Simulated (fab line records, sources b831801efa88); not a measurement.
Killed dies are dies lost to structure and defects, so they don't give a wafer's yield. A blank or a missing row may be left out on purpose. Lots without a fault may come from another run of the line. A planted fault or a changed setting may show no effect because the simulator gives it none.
A struck lot beside a sound one | flow sky130 | 16 steps out of a route of 708
Sound: wafers L258.1, L258.2, L258.6. Struck: wafers L252.1, L252.4, L252.6. The cause comes at the end.
At each step with rows: each side's tool, then ch and its chambers, then its first start. Under that, the readings that differ: sound wafers | struck wafers | difference of the means | sigmas: that difference in standard deviations of wafers without a fault.
alike: readings whose means differ by less than 2 such deviations, and words and numbers that are the same on both sides. not compared: withheld readings, readings that some wafer has no value for, bounds like >300 that may hide the same value, and numbers for which the record gives no deviation and whose values overlap.
The two part at a step that has a row with sigmas, a row that says differs or no value, or rows on one side only. Numbers that don't overlap but have no deviation are shown without sigmas and don't part them. A reading that every wafer of one side lacks parts them only if that side has two wafers or more.

SKY_CAPM_THK_MEAS_01:
  sound on film_metro-02, day 41 14:18; struck on film_metro-01, day 40 06:13
  alike: CAPM_CVD_00_THK
SKY_CAPM_SPUTTER_02: material TiN, target thk 200 nm, time 166.7 s.
  sound on pvd_sputter-01, day 41 14:22; struck on pvd_sputter-04, day 40 06:17
  alike: throttle_valve_pct
SKY_CAPM_RS_MEAS_03: measures by four-point-probe.
  sound on film_metro-04, day 41 14:28; struck on film_metro-02, day 40 06:23
  alike: CAPM_TIN_RS
SKY_CAPM_THK_MEAS_04: measures by xrf.
  sound on film_metro-04, day 41 14:35; struck on film_metro-02, day 40 06:31
  alike: CAPM_TIN_THK
then, 7 steps without rows for these wafers: SKY_CAPM_DEHYDRATE_05 (time 60 s); SKY_CAPM_HMDS_06 (prime time 60 s); SKY_CAPM_COAT_07 (resist thk 1140 nm); SKY_CAPM_SOFTBAKE_08 (time 60 s); SKY_CAPM_EXPOSE_09 (exposes mask CAPM, target cd 1000 nm); SKY_CAPM_PEB_10; SKY_CAPM_DEVELOP_11 (develop time 60 s).
SKY_CAPM_OVL_MEAS_12:
  sound on overlay-01, day 42 13:16; struck on overlay-01, day 41 06:14
  alike: CAPM_OVL
SKY_CAPM_METAL_ETCH_13: etches TiN in Cl2/BCl3, stops on SiO2, target depth 220 nm, time 62.9 s.
  sound on rie_metal-02 ch 0,1, day 42 13:19; struck on rie_metal-02 ch 0,1, day 41 06:17
  no value came back on the struck wafers for any of 6 readings (bcl3_flow_sccm (sccm), bias_w (W) and others); on the sound wafers bcl3_flow_sccm (sccm) reads 30.13 29.99 30.02
  reading                                   | sound             | struck         | difference | sigmas
  model.NOVOLAK_of_CAPM_COAT_07.thk_nm (nm) | 990.3 995.7 992.8 | 1139 1139 1139 | +146       |
  not compared: rf_hours_counter_h
SKY_CAPM_STRIP_14: strips in O2/N2.
  sound on plasma_asher-03 ch 0,1, day 42 13:23; struck on plasma_asher-02 ch 0,1, day 41 06:22
  reading                      | sound             | struck            | difference | sigmas
  strip_time_to_endpoint_s (s) | 12.61 12.69 12.65 | 14.15 14.16 14.16 | +1.51      | +28
  alike: drypump_motor_current_A, oes_product_au
  not compared: rf_hours_counter_h
then, 1 step without rows for these wafers: SKY_CAPM_STRIP_15 (strips in post etch residue remover, time 1200 s).
-- the record jumps here: 8 days lie between the struck wafers' starts before and after (it left off in module CAPM and takes up again in module PAD_OPEN, whose first step shown is number 708 of the route) --
SKY_PAD_OPEN_PROBE_99:
  sound on prober-02, day 49 19:02; struck on prober-02, day 48 19:46
  reading                  | sound          | struck                                                               | difference                   | sigmas
  hold                     | - - -          | await_dispo/7.8h/scrap await_dispo/7.8h/scrap await_dispo/7.8h/scrap | no value on the sound wafers |
  defect_limited_yield (%) | 83.1 81.5 81.1 | 0 0 0                                                                | -82                          | -39
  killed_at_other          | 0 0 0          | 409 408 404                                                          | +407                         | +99 or more
  killed_dies              | 83 91 93       | 492 492 492                                                          | +403                         | +40
  killed_on_rim            | 19 12 23       | 96 96 96                                                             | +78                          | +22
  sort_bin_3_pad_short (%) | 0 0.4 0.4      | 1.2 2.2 1.0                                                          | +1.2                         | +3
  sort_bin_5_function (%)  | 10.4 11.8 12.6 | 93.1 93.3 92.1                                                       | +81.2                        | +51
  sort_n_pass              | 409 401 399    | 0 0 0                                                                | -403                         | -40
  sort_yield_pct (%)       | 83.1 81.5 81.1 | 0 0 0                                                                | -82                          | -39
  alike: killed_at_M0_to_M3, killed_at_M4_up, killed_at_contacts, killed_at_front_end, killed_open, killed_short, sort_bin_6_memory

WHERE THEY PART
First at SKY_CAPM_METAL_ETCH_13; last, within this record, at SKY_PAD_OPEN_PROBE_99.

WHY: what the simulator had put in
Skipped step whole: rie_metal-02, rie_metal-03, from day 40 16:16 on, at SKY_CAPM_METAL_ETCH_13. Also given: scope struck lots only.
